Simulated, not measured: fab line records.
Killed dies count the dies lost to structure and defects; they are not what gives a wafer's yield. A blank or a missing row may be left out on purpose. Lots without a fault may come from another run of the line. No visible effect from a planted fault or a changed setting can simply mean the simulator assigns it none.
Struck lot and sound lot, side by side :: flow sky130 :: 15 steps out of a route of 708
Sound: wafers L827.2, L827.3, L827.5. The struck wafers were L832.2, L832.3, L832.6. The cause is given at the end.
Each step with rows lists, per side, the tool, then ch with its chambers, then its first start. Under that, the readings that differ: sound wafers :: struck wafers :: difference of the means :: sigmas: that difference in standard deviations of wafers without a fault.
alike: words and numbers the same on both sides, and readings whose means are apart by under 2 such deviations; not compared: readings that were withheld, readings missing a value for some wafer, numbers with overlapping values and no deviation given by the record, and bounds like >300 which may hide the same value.
The two part at a step that has a row with sigmas, a row that says differs or no value, or rows on one side only. Numbers that have no deviation but don't overlap get no sigmas and don't part them. Lack of a reading on every wafer of one side parts them only where that side has two or more wafers.

first, 1 step without rows for these wafers: SKY_POLY_GATE_OXIDATION_20 (stabilise 600 s, purge 300 s, target thk 4 nm).
SKY_POLY_GATE_THK_MEAS_21:
  sound on film_metro-01, day 18 21:26; struck on film_metro-02, day 20 15:53
  alike: POLY_GATE_OXIDATION_THK
SKY_POLY_GATE_CD_MEAS_22:
  sound on cd_sem-02, day 18 21:31; struck on cd_sem-02, day 20 15:58
  alike: cd_nm
then, 7 steps without rows for these wafers: SKY_LDD_N_DEHYDRATE_00 (time 60 s); SKY_LDD_N_HMDS_01 (prime time 60 s); SKY_LDD_N_COAT_02 (resist thk 300 nm); SKY_LDD_N_SOFTBAKE_03 (time 60 s); SKY_LDD_N_EXPOSE_04 (exposes mask NTM, target cd 840 nm); SKY_LDD_N_PEB_05; SKY_LDD_N_DEVELOP_06 (develop time 60 s).
SKY_LDD_N_OVL_MEAS_07:
  sound on overlay-02, day 20 04:21; struck on overlay-01, day 21 22:18
  alike: LDD_N_OVL
following that, these wafers have no rows for 1 step: SKY_LDD_N_IMPLANT_08.
SKY_LDD_N_IMPLANT_09:
  sound on implanter-01 ch 0, day 20 04:34; struck on implanter-01 ch 0, day 21 22:31
reading: beam_energy_keV
sound: 20.002 20.002 19.997
struck: 17.001 16.993 16.985
difference: -3.007
sigmas: -99 or more

reading: model.implant.rp_nm (nm)
sound: 16.52 16.52 16.52
struck: 14.14 14.14 14.14
difference: -2.38
sigmas: 

reading: model.implant.drp_nm (nm)
sound: 7.212 7.212 7.212
struck: 6.449 6.449 6.449
difference: -0.763
sigmas: 
following that, these wafers have no rows for 1 step: SKY_LDD_N_IMPLANT_10.
-- here the record skips 27 days between the struck wafers' starts before and after, leaving off in module LDD_N and picking up in module PAD_OPEN (first step shown: number 708 of the route) --
SKY_PAD_OPEN_PROBE_99:
  sound on prober-02, day 47 07:36; struck on prober-02, day 48 10:38
reading: model.etest.tip_n.rs_ohm_sq
sound: 433.2 435.7 436.1
struck: 449.1 457 453.7
difference: +18.3
sigmas: 
  alike: killed_at_M0_to_M3, killed_at_M4_up, killed_at_contacts, killed_at_front_end, killed_at_other, killed_dies, killed_open, killed_short

== WHERE THEY PART ==
SKY_LDD_N_IMPLANT_09 only, going by this record. Later steps at which nothing parts them and some readings are alike: SKY_PAD_OPEN_PROBE_99.

WHY: whatever the simulator had introduced
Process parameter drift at SKY_LDD_N_IMPLANT_09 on implanter-01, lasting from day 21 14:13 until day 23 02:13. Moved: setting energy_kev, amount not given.
